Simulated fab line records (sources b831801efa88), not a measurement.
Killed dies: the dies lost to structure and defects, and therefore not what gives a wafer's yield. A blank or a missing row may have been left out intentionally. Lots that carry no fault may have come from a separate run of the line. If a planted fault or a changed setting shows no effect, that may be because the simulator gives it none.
A lot that was struck, set against a sound lot + flow sky130 + 42 out of 708 route steps
Sound: the wafers L954.2, L954.3, L954.5. Wafers struck: L967.4, L967.5, L967.6. The cause is named last.
At each step with rows: each side's tool, then ch and its chambers, then its first start. Under that, the readings that differ: sound wafers + struck wafers + difference of the means + sigmas: that difference in standard deviations of wafers without a fault.
alike: same words and numbers on both sides, and readings whose means sit less than 2 such deviations apart. not compared: any withheld reading, any reading some wafer has no value for, any bound like >300 that may hide the same value, and any number with overlapping values for which the record gives no deviation.
A row with sigmas, a row that says differs or no value, or rows on one side alone: a step with any of these is where the two part. When numbers do not overlap yet have no deviation, they are printed without sigmas and do not part them. A reading missing from all wafers of one side parts the sides only when that side holds two or more wafers.

SKY_LI_CONTACT_THK_MEAS_23: measures by xrf.
  sound on filmMetro-03 at day 29 20:45; struck on filmMetro-02 at day 34 01:10
  alike: LI_CONTACT_W_THK
then, 1 step without rows for these wafers: SKY_LI_CONTACT_CMP_24 (polishes, stops on PSG, t overpolish 20 s, target thk 0 nm).
SKY_LOCAL_INTERCONNECT_SPUTTER_00: material TiN, target thk 100 nm, time 84.43 s.
  sound on pvdSputter-04 at day 29 21:06; struck on pvdSputter-04 at day 34 01:29
  alike: throttleValvePct
SKY_LOCAL_INTERCONNECT_RS_MEAS_01: measurement is done with a four-point probe.
  sound on filmMetro-01 at day 29 21:11; struck on filmMetro-04 at day 34 01:37
| reading                            | sound             | struck            | difference | sigmas |
|------------------------------------|-------------------|-------------------|------------|--------|
| LOCAL_INTERCONNECT_TIN_RS (ohm/sq) | 13.82 13.59 13.78 | 14.14 14.08 14.05 | +0.36      | +2     |
SKY_LOCAL_INTERCONNECT_THK_MEAS_02: measures by xrf.
  sound on filmMetro-01 at day 29 21:18; struck on filmMetro-04 at day 34 01:42
  alike: LOCAL_INTERCONNECT_TIN_THK
then, 7 steps without rows for these wafers: SKY_LOCAL_INTERCONNECT_DEHYDRATE_03 (time 60 s); SKY_LOCAL_INTERCONNECT_HMDS_04 (prime time 60 s); SKY_LOCAL_INTERCONNECT_COAT_05 (resist thk 60 nm); SKY_LOCAL_INTERCONNECT_COAT_06 (resist thk 450 nm); SKY_LOCAL_INTERCONNECT_SOFTBAKE_07 (time 90 s); SKY_LOCAL_INTERCONNECT_EXPOSE_08 (exposes mask LI1M, target cd 170 nm); SKY_LOCAL_INTERCONNECT_PEB_09.
SKY_LOCAL_INTERCONNECT_DEVELOP_10: develop time 60 s.
  sound on lithoTrack-01 ch 0, day 31 00:00; struck on lithoTrack-02 ch 0, day 35 04:00
SKY_LOCAL_INTERCONNECT_OVL_MEAS_12:
  sound on overlay-01 at day 31 01:14; struck on overlay-01 at day 35 04:22
  alike: LOCAL_INTERCONNECT_OVL
SKY_LOCAL_INTERCONNECT_ETCH_13: etches BARC in N2/H2, stops on SiO2, time 45.9 s, target depth 60 nm.
  sound on rieMetal-03 ch 0,1, day 31 01:16; struck on rieMetal-01 ch 0,1, day 35 04:24
  alike: drypumpMotorCurrentA, oesProductAu, throttleValvePct
  not compared: rfHoursCounterH
SKY_LOCAL_INTERCONNECT_METAL_ETCH_14: etches TiN in Cl2/BCl3, stops on PSG, target depth 110 nm, time 31.4 s.
  sound on rieMetal-03 ch 0,1, day 31 01:19; struck on rieMetal-01 ch 0,1, day 35 04:28
  alike: bcl3FlowSccm, drypumpMotorCurrentA, mfcCl2Sccm, oesProductAu, throttleValvePct
  not compared: rfHoursCounterH
SKY_LOCAL_INTERCONNECT_STRIP_15: strips in O2/N2.
  sound on plasmaAsher-04 ch 0,1, day 31 01:22; struck on plasmaAsher-02 ch 0,1, day 35 04:31
| reading                  | sound             | struck            | difference | sigmas |
|--------------------------|-------------------|-------------------|------------|--------|
| drypumpMotorCurrentA (A) | 5.5 6.2 6.2       | 4.7 4.7 5.3       | -1.1       | -2     |
| stripTimeToEndpointS (s) | 4.727 4.733 4.741 | 4.680 4.694 4.676 | -0.050     | -2     |
  alike: oesProductAu
  not compared: rfHoursCounterH
then, 4 steps without rows for these wafers: SKY_LOCAL_INTERCONNECT_STRIP_16 (strips in post etch residue remover, time 1200 s); SKY_LOCAL_INTERCONNECT_CLEAN_17 (cleans in IPA, time 180 s); SKY_LOCAL_INTERCONNECT_CLEAN_18 (cleans in O3/DIW); SKY_CONTACT_CVD_00 (deposits Si3N4, target thk 75 nm).
SKY_CONTACT_THK_MEAS_01:
  sound on filmMetro-03 at day 31 02:03; struck on filmMetro-02 at day 35 05:09
| reading                 | sound          | struck         | difference | sigmas |
|-------------------------|----------------|----------------|------------|--------|
| CONTACT_CVD_00_THK (nm) | 73.0 73.9 74.3 | 76.3 75.9 75.5 | +2.2       | +2     |
then, 1 step without rows for these wafers: SKY_CONTACT_HDPCVD_02 (deposits SiO2, target thk 565 nm, time 89.62 s).
SKY_CONTACT_THK_MEAS_03:
  sound on filmMetro-01 at day 31 02:11; struck on filmMetro-02 at day 35 05:17
  alike: CONTACT_HDPCVD_THK
then, 1 step without rows for these wafers: SKY_CONTACT_CMP_04 (polishes SiO2).
SKY_CONTACT_BOW_MEAS_05:
  sound on filmMetro-03 at day 31 02:33; struck on filmMetro-01 at day 35 05:40
  alike: CONTACT_BOW
then, 8 steps without rows for these wafers: SKY_CONTACT_DEHYDRATE_06 (time 60 s); SKY_CONTACT_HMDS_07 (prime time 60 s); SKY_CONTACT_COAT_08 (resist thk 60 nm); SKY_CONTACT_COAT_09 (resist thk 450 nm); SKY_CONTACT_SOFTBAKE_10 (time 90 s); SKY_CONTACT_EXPOSE_11 (exposes mask CTM1, target cd 170 nm); SKY_CONTACT_PEB_12; SKY_CONTACT_DEVELOP_13 (develop time 60 s).
SKY_CONTACT_CD_MEAS_14 targets a cd of 170 nm.
  sound on cdSem-01 at day 32 05:40; struck on cdSem-01 at day 36 07:51
  alike: cdNm
SKY_CONTACT_OVL_MEAS_15:
  sound on overlay-02 at day 32 05:46; struck on overlay-02 at day 36 07:56
  alike: CONTACT_OVL
then, 1 step without rows for these wafers: SKY_CONTACT_ETCH_16 (etches BARC in N2/H2, stops on SiO2, time 45.9 s, target depth 60 nm).
SKY_CONTACT_ETCH_17: etches SiO2 in C4F8/O2/Ar, stops on Si3N4, target depth 340 nm.
  sound on rieDiel-02 ch 1,3, day 32 05:50; struck on rieDiel-01 ch 0,3, day 36 07:59
  alike: oesProductAu
then, 3 steps without rows for these wafers: SKY_CONTACT_ETCH_18 (etches Si3N4 in CHF3/O2, stops on TiN, time 39 s, target depth 75 nm); SKY_CONTACT_STRIP_19 (strips in O2/N2); SKY_CONTACT_STRIP_20 (strips in post etch residue remover, time 1200 s).
-- the record jumps here: 13 days lie between the struck wafers' starts before and after (it left off in module CONTACT and takes up again in module PAD_OPEN, whose first step shown is number 708 of the route) --
SKY_PAD_OPEN_PROBE_99:
  sound on prober-01 at day 46 05:18; struck on prober-01 at day 49 12:22
| reading                     | sound            | struck            | difference | sigmas |
|-----------------------------|------------------|-------------------|------------|--------|
| model.etest.resLi.lineOhmUm | 74.2 73.87 74.74 | 68.35 68.59 67.97 | -5.97      |        |
  alike: killed_at_M0_to_M3, killed_at_M4_up, killedAtContacts, killedAtFrontEnd, killedAtOther, killedDies, killedOpen, killedShort

== WHERE THEY PART ==
At SKY_LOCAL_INTERCONNECT_RS_MEAS_01 first; at SKY_CONTACT_THK_MEAS_01 last (within this record only). Later steps at which nothing parts them and some readings are alike: SKY_CONTACT_THK_MEAS_03, SKY_CONTACT_BOW_MEAS_05, SKY_CONTACT_CD_MEAS_14, SKY_CONTACT_OVL_MEAS_15, SKY_CONTACT_ETCH_17, SKY_PAD_OPEN_PROBE_99.

WHY: whatever the simulator had introduced
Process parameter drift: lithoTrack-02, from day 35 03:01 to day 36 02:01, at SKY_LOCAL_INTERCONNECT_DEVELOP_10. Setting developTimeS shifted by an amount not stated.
